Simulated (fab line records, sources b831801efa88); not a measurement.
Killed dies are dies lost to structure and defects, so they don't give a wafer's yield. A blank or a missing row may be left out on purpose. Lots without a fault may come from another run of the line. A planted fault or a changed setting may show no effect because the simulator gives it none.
A struck lot beside a sound one | flow sky130 | 24 steps out of a route of 708
Sound: wafers L614.1, L614.2, L614.3. Struck: wafer L604.1. (L604.2, L604.6 of the same lot were not struck and are left out.) The cause comes at the end.
At each step with rows: each side's tool, then ch and its chambers, then its first start. Under that, the readings that differ: sound wafers | struck wafers | difference of the means | sigmas: that difference in standard deviations of wafers without a fault.
alike: readings whose means differ by less than 2 such deviations, and words and numbers that are the same on both sides. not compared: withheld readings, readings that some wafer has no value for, bounds like >300 that may hide the same value, and numbers for which the record gives no deviation and whose values overlap.
The two part at a step that has a row with sigmas, a row that says differs or no value, or rows on one side only. Numbers that don't overlap but have no deviation are shown without sigmas and don't part them. A reading that every wafer of one side lacks parts them only if that side has two wafers or more.

first, 6 steps without rows for these wafers: SKY_PWDE_HMDS_01 (prime time 60 s); SKY_PWDE_COAT_02 (resist thk 3000 nm); SKY_PWDE_SOFTBAKE_03; SKY_PWDE_EXPOSE_04 (exposes mask PWDEM, target cd 840 nm); SKY_PWDE_PEB_05; SKY_PWDE_DEVELOP_06 (develop time 60 s).
SKY_PWDE_OVL_MEAS_07:
  sound on overlay-02, day 7 19:57; struck on overlay-01, day 5 10:54
  reading       | sound       | struck | difference | sigmas
  PWDE_OVL (nm) | 1.5 0.8 0.3 | -3.8   | -4.7       | -3
then, 1 step without rows for these wafers: SKY_PWDE_IMPLANT_08.
SKY_PWDE_STRIP_09: strips in O2/N2.
  sound on plasma_asher-03 ch 0,1, day 7 20:08; struck on plasma_asher-04 ch 1, day 5 11:05
  alike: drypump_motor_current_A, oes_product_au, strip_time_to_endpoint_s
  not compared: rf_hours_counter_h
SKY_PWDE_TW_MEAS_10:
  sound on film_metro-04, day 7 20:14; struck on film_metro-01, day 5 11:11
  alike: PWDE_TW
then, 2 steps without rows for these wafers: SKY_NWELL_DEHYDRATE_03 (time 60 s); SKY_NWELL_HMDS_04 (prime time 60 s).
SKY_NWELL_COAT_05: resist thk 3000 nm.
  sound on litho_track-02 ch 0, day 8 06:37; struck on litho_track-04 ch 0, day 5 19:42
  reading                                 | sound          | struck | difference | sigmas
  model.coat_of_NWELL_COAT_05.thk_nm (nm) | 3001 2991 3002 | 1757   | -1241      |
then, 3 steps without rows for these wafers: SKY_NWELL_SOFTBAKE_06; SKY_NWELL_EXPOSE_07 (exposes mask NWM, target cd 840 nm); SKY_NWELL_PEB_08.
SKY_NWELL_DEVELOP_09: develop time 60 s.
  sound on litho_track-03 ch 0; struck on litho_track-03 ch 0
  reading                                 | sound          | struck | difference | sigmas
  model.coat_of_NWELL_COAT_05.thk_nm (nm) | 2997 2987 2998 | 1753   | -1241      |
SKY_NWELL_OVL_MEAS_10:
  sound on overlay-02, day 8 16:24; struck on overlay-02, day 6 04:51
  alike: NWELL_00_OVL
then, 3 steps without rows for these wafers: SKY_NWELL_IMPLANT_11; SKY_NWELL_IMPLANT_12; SKY_NWELL_IMPLANT_13.
SKY_NWELL_STRIP_14: strips in O2/N2.
  sound on plasma_asher-03 ch 0,1, day 8 16:53; struck on plasma_asher-01 ch 1, day 6 05:20
  reading                      | sound             | struck | difference | sigmas
  drypump_motor_current_A (A)  | 6.0 6.6 6.6       | 5.0    | -1.4       | -2
  oes_product_au (a.u.)        | 0.731 0.715 0.728 | 0.711  | -0.014     | -3
  strip_time_to_endpoint_s (s) | 36.92 36.83 36.92 | 22.48  | -14.41     | -99 or more
  not compared: rf_hours_counter_h
SKY_NWELL_TW_MEAS_15:
  sound on film_metro-04, day 8 16:59; struck on film_metro-01, day 6 05:26
  reading  | sound          | struck | difference | sigmas
  NWELL_TW | 1829 1837 1838 | 1794   | -41        | -2
-- the record jumps here: 41 days lie between the struck wafers' starts before and after (it left off in module NWELL and takes up again in module PAD_OPEN, whose first step shown is number 708 of the route) --
SKY_PAD_OPEN_PROBE_99:
  sound on prober-02, day 49 16:49; struck on prober-01, day 47 12:52
  reading                                 | sound                         | struck    | difference | sigmas
  model.etest.pfet_16v.r_on_ohm_um        | 1.483e+04 1.464e+04 1.492e+04 | 1.582e+04 | +1.023e+03 |
  model.etest.nfet_16v.r_on_ohm_um        | 1.406e+04 1.396e+04 1.417e+04 | 1.332e+04 | -7.433e+02 |
  model.etest.res_nwell.line_ohm_um       | 1120 1097 1134                | 1002      | -115       |
  model.etest.res_nwell.width_nm (nm)     | 826.3 827.7 828.2             | 940.4     | +113.0     |
  model.etest.res_iso_pwell.width_nm (nm) | 2658 2648 2653                | 2585      | -68        |
  model.etest.pfet_16v.drive_ua_um        | 247.3 245.7 245.4             | 231.4     | -14.7      |
  alike: killed_at_M0_to_M3, killed_at_M4_up, killed_at_contacts, killed_at_front_end, killed_at_other, killed_dies, killed_open, killed_short

WHERE THEY PART
First at SKY_PWDE_OVL_MEAS_07; last, within this record, at SKY_NWELL_TW_MEAS_15. Later steps at which nothing parts them and some readings are alike: SKY_PAD_OPEN_PROBE_99.

WHY: what the simulator had put in
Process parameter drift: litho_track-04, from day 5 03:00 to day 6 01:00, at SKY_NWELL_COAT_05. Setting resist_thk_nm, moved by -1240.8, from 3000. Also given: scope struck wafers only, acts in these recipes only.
